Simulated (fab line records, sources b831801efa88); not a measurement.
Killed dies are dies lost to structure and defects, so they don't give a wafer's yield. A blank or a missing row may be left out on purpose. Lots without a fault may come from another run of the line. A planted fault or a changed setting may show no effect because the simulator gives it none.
Chamber matching | flow gf180mcu | GF_V3_CMP_04 on cmp-01: 4 sister chambers
The step polishes SiO2. 8 wafers are shown with their chamber, then 8 later ones without.

WAFERS WITH THEIR CHAMBER
wafer  | chamber | motor_current_A (A) | time_to_endpoint_s (s)
L972.2 | 0       | 11.4                | 78
L977.2 | 0       | 11.8                | 78
L980.1 | 3       | 13.9                | 74
L980.2 | 1       | 11.6                | 69
L982.2 | 3       | 14.6                | 74
L982.5 | 2       | 12.2                | 81
L982.6 | 1       | 12.0                | 77
L983.1 | 2       | 11.9                | 84

WAFERS WITHOUT THEIR CHAMBER
wafer  | motor_current_A (A) | time_to_endpoint_s (s)
L983.2 | 11.6                | 79
L983.6 | 12.1                | 91
L985.2 | 14.3                | 76
L985.4 | 11.8                | 91
L985.5 | 10.8                | 86
L988.1 | 11.8                | 79
L988.3 | 14.2                | 77
L988.5 | 11.6                | 86

WHICH CHAMBER EACH WENT THROUGH
wafer  | from the rows above          | in truth
L983.2 | can't be placed: 0 or 2 or 1 | 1
L983.6 | can't be placed: 2 or 0      | 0
L985.2 | 3                            | 3
L985.4 | can't be placed: 2 or 0      | 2
L985.5 | can't be placed: 0 or 2 or 1 | 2
L988.1 | can't be placed: 0 or 2 or 1 | 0
L988.3 | 3                            | 3
L988.5 | can't be placed: 2 or 0      | 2
Placed correctly: 2 of 8. Can't be placed from these rows: 6 (the true chamber is among the candidates in 6). Placed wrongly: 0.
How it was worked out, from the rows above alone: a wafer's distance from a chamber is the root of the sum, over the readings, of the square of ((its reading less the chamber's mean) divided by the reading's scatter). The wafer belongs to the nearest chamber; if the next one is less than 2 further off, it can't be placed. A chamber's mean is the mean of its shown wafers. The scatter: the root of (the sum of the squares of (reading less its chamber's mean) over the shown wafers, divided by (wafers less chambers)).
